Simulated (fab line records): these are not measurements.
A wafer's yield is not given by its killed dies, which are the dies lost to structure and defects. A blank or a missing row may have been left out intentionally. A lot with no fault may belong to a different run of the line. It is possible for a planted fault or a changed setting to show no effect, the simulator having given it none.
Which tool was responsible?    flow sfq line    7 lots, 21 wafers sampled, at 4 steps of a route of 325

## WHAT THE GAUGES SHOWED, per wafer
SFQ_M7_RS_MEAS_943: a four-point-probe measurement.
lot   measured      on             M7_NB_RS (ohm/sq)
L877  day 73 18:44  film metro-03  0.888 0.895 0.885
L882  day 77 08:01  film metro-04  0.889 0.892 0.884
L884  day 79 09:37  film metro-04  0.885 0.879 0.880
L886  day 80 18:37  film metro-04  0.887 0.897 0.885
L890  day 81 05:26  film metro-04  0.896 0.886 0.884
L894  day 81 19:50  film metro-03  0.851 0.882 0.874
L896  day 82 08:48  film metro-01  0.841 0.882 0.879

## TOOL THAT RAN EACH LOT (tool first, then ch and the chambers of the sampled wafers, then the start)
lot   SFQ_TRILAYER_C5_ETCH_VIA_ETCH_154   SFQ_TRILAYER_I6_VIA_STRIP_STRIP_173  SFQ_TRILAYER_M7_DEP_SPUTTER_175
L877  rie diel-02 ch 0,1,2, day 62 23:04  rie metal-01 ch 0,1, day 73 17:59    pvd sputter-05, day 73 18:36
L882  rie diel-03 ch 0,2, day 71 00:58    rie metal-01 ch 0,1, day 77 07:07    pvd sputter-03, day 77 07:55
L884  rie diel-03 ch 0,1,3, day 73 18:53  rie metal-02 ch 0,1, day 79 04:32    pvd sputter-05, day 79 09:31
L886  rie diel-02 ch 0,1,2, day 75 20:05  rie metal-01 ch 0,1, day 80 17:44    pvd sputter-05, day 80 18:32
L890  rie diel-03 ch 0,1,2, day 76 05:41  rie metal-01 ch 0,1, day 81 04:32    pvd sputter-03, day 81 05:20
L894  rie diel-03 ch 1,2,3, day 77 03:04  rie metal-03 ch 0,1, day 81 18:56    pvd sputter-05, day 81 19:44
L896  rie diel-03 ch 0,1,2, day 77 15:34  rie metal-02 ch 0,1, day 82 07:54    pvd sputter-05, day 82 08:43
- SFQ_TRILAYER_C5_ETCH_VIA_ETCH_154: etches SiO2 in CHF3, stops on Nb, target depth 84 nm.
- SFQ_TRILAYER_I6_VIA_STRIP_STRIP_173: strips in O2.
- SFQ_TRILAYER_M7_DEP_SPUTTER_175: material Nb, target thk 200 nm, time 133.3 s.

## THE ANSWER, worked out from the rows above alone
Rule: usual is defined by the lots themselves. Put in order of their means at a reading, lots are off if they are a third of the lots or fewer, leave a main group of 4 or more, and stand apart from it by a gap of 3 or more times the standard deviation of the main group's means; of several such gaps the widest counts. The tables above print the reading to a certain number of digits; a main group whose means all agree to those digits is not used. A lot without any number at a reading at which 4 lots or more have one is off too. The other lots that the step has rows for count as sound.
Off: L894, L896, seen at SFQ_M7_RS_MEAS_943 (M7_NB_RS). The main group: mean 0.887 ohm/sq, standard deviation 0.0031.
A tool fits if, at a process step before that reading, it ran every lot that is off, and no sound lot after the first of them. Gauges at SFQ_M7_RS_MEAS_943: tried the same way as those tools. This does not decide it: 2 tools fit, namely rie diel-03 at SFQ_TRILAYER_C5_ETCH_VIA_ETCH_154 and pvd sputter-05 at SFQ_TRILAYER_M7_DEP_SPUTTER_175.

## WHAT HAD BEEN PUT IN BY THE SIMULATOR
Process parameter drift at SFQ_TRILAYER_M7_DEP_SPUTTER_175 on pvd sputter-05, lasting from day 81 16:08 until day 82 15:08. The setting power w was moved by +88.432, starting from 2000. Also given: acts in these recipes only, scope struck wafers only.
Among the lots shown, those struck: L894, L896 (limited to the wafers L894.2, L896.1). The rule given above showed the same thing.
